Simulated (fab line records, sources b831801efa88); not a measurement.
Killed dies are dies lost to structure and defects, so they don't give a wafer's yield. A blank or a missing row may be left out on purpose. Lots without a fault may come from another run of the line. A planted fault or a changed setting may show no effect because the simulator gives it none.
Problem report in the 8D (eight disciplines) form, filled by code | flow sky130 | the parts of the form that need people (team, actions taken, sign-off) are left out

1. THE PROBLEM
NWELL_RS at SKY_NWELL_RS_MEAS_29 reads a mean of 615.0 ohm/sq on 6 wafers of 2 lots; wafers without a fault read 625.0 ohm/sq with a standard deviation of 1.6. That is -6.3 standard deviations from the usual mean.
The step: measures by four-point-probe.
First seen on wafer L760.2, day 8 17:11, on film_metro-04. The record holds 36 wafers of 12 lots with a number at this step. Rule for "out", or "out of limits": more than 4 standard deviations from the usual mean. The other wafers with a number count as sound.

2. WHAT IT IS AND WHAT IT IS NOT
question                    | is                           | is not
which readings at this step | NWELL_RS                     | -
which lots                  | L760, L761                   | L747, L750, L751, L755, L758, L764, L765, L767, L768, L769
which wafers of those lots  | all that have a number       | -
read on which gauges        | film_metro-02, film_metro-04 | film_metro-03
when                        | from day 8 17:11             | up to then (15 sound wafers); but 15 sound wafers of L764, L765, L767, L768, L769 came after

3. SUSPECTS, AND WHAT RULES EACH OUT
Counting: a tool at a process step up to the reading stays a suspect if it ran every lot that is out and no sound lot after the first of them.
- the gauge at SKY_NWELL_RS_MEAS_29: ruled out. The wafers that are out were read on 2 gauges (film_metro-02, film_metro-04).
- implanter-03 at SKY_NWELL_IMPLANT_11: kept. It ran every lot that is out, first L760 (day 7 19:17), and no sound lot after that; its last sound lot up to then is L755 (day 7 01:16). Its own readings are out on those wafers: dose_ions_cm2.
Left after counting: implanter-03 at SKY_NWELL_IMPLANT_11.

4. THE CAUSE (what the simulator had put in)
Process parameter drift: implanter-03, from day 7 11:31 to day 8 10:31, at SKY_NWELL_IMPLANT_11. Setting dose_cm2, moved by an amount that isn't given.
Counting left only this tool.

5. THE CHAIN OF EFFECTS, in route order
Each row: a reading whose mean over the struck wafers that have a number lies more than 3 standard deviations from the usual. Only readings for which the record gives a usual standard deviation are gone through. hours: the time from each lot's start at the first step in this table that gives one to its start at this step, as a median over the lots. sigmas: the change in usual standard deviations.
hours | step                 | reading       | usual        | on struck wafers | change      | sigmas
0     | SKY_NWELL_IMPLANT_11 | dose_ions_cm2 | 1.8998e+13   | 1.9488e+13       | +4.8967e+11 | +26
22    | SKY_NWELL_RS_MEAS_29 | NWELL_RS      | 625.0 ohm/sq | 615.0            | -10.0       | -6.3
The process steps in it:
- SKY_NWELL_IMPLANT_11

6. WHAT WOULD HAVE CAUGHT IT SOONER
In this record the first reading out of limits at a measuring or inspecting step was taken at day 8 17:11, 30 hours after the fault began at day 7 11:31.
The tool's own readings at SKY_NWELL_IMPLANT_11 were out on every struck wafer that the step has a row for (dose_ions_cm2): an alarm limit on them would have fired on the first of those.
All the lots that are out (2) had begun SKY_NWELL_IMPLANT_11 on implanter-03 by day 8 17:11. A hold on the tool at that time would have spared none of them.
